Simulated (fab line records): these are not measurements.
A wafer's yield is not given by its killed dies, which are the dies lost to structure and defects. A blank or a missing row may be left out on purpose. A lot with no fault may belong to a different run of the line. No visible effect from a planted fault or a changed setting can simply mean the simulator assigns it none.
Chamber matching / flow sky130 / 4 sister chambers for SKY_VIA1_CMP_02 on cmp-02
The step polishes SiO2. 14 wafers are shown with their chamber, then 7 later ones without.

WAFERS WITH THEIR CHAMBER
wafer=L186.2; chamber=2; motorCurrentA (A)=14.1
wafer=L186.4; chamber=1; motorCurrentA (A)=12.6
wafer=L186.6; chamber=3; motorCurrentA (A)=11.9
wafer=L193.1; chamber=0; motorCurrentA (A)=13.5
wafer=L193.2; chamber=1; motorCurrentA (A)=12.9
wafer=L193.4; chamber=3; motorCurrentA (A)=12.5
wafer=L194.2; chamber=0; motorCurrentA (A)=13.3
wafer=L194.4; chamber=2; motorCurrentA (A)=14.5
wafer=L194.5; chamber=0; motorCurrentA (A)=13.6
wafer=L196.2; chamber=2; motorCurrentA (A)=14.6
wafer=L196.3; chamber=1; motorCurrentA (A)=12.4
wafer=L196.4; chamber=0; motorCurrentA (A)=14.4
wafer=L199.3; chamber=2; motorCurrentA (A)=13.8
wafer=L199.4; chamber=1; motorCurrentA (A)=12.5

SIGNATURES, as means of the wafers listed above
reading=motorCurrentA; chamber 0=13.700; chamber 1=12.600; chamber 2=14.250; chamber 3=12.200; scatter within a chamber=0.378
Rule: for each reading, subtract the chamber's mean from the wafer's reading, divide by that reading's scatter and square the result; add these up over the readings and take the root, which gives the wafer's distance from the chamber. If the next closest chamber is less than 2 further off than the closest, the wafer can't be placed; otherwise it belongs to the closest. The scatter is the square root of a quotient: the sum, over the shown wafers, of each reading's squared deviation from its chamber's mean, divided by wafers minus chambers.

WAFERS WHOSE CHAMBER IS MISSING
wafer=L199.6; motorCurrentA (A)=11.5
wafer=L200.1; motorCurrentA (A)=11.5
wafer=L200.4; motorCurrentA (A)=14.0
wafer=L200.5; motorCurrentA (A)=14.7
wafer=L208.2; motorCurrentA (A)=12.2
wafer=L208.5; motorCurrentA (A)=12.2
wafer=L208.6; motorCurrentA (A)=12.6

WHICH CHAMBER EACH WENT THROUGH
wafer=L199.6; from the rows above=can't be placed: 3 or 1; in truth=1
wafer=L200.1; from the rows above=can't be placed: 3 or 1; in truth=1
wafer=L200.4; from the rows above=can't be placed: 2 or 0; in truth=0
wafer=L200.5; from the rows above=can't be placed: 2 or 0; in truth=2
wafer=L208.2; from the rows above=can't be placed: 3 or 1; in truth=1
wafer=L208.5; from the rows above=can't be placed: 3 or 1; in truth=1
wafer=L208.6; from the rows above=can't be placed: 1 or 3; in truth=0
Placed correctly: 0 of 7. Can't be placed from these rows: 7 (the true chamber is among the candidates in 6). Number placed wrongly: 0.
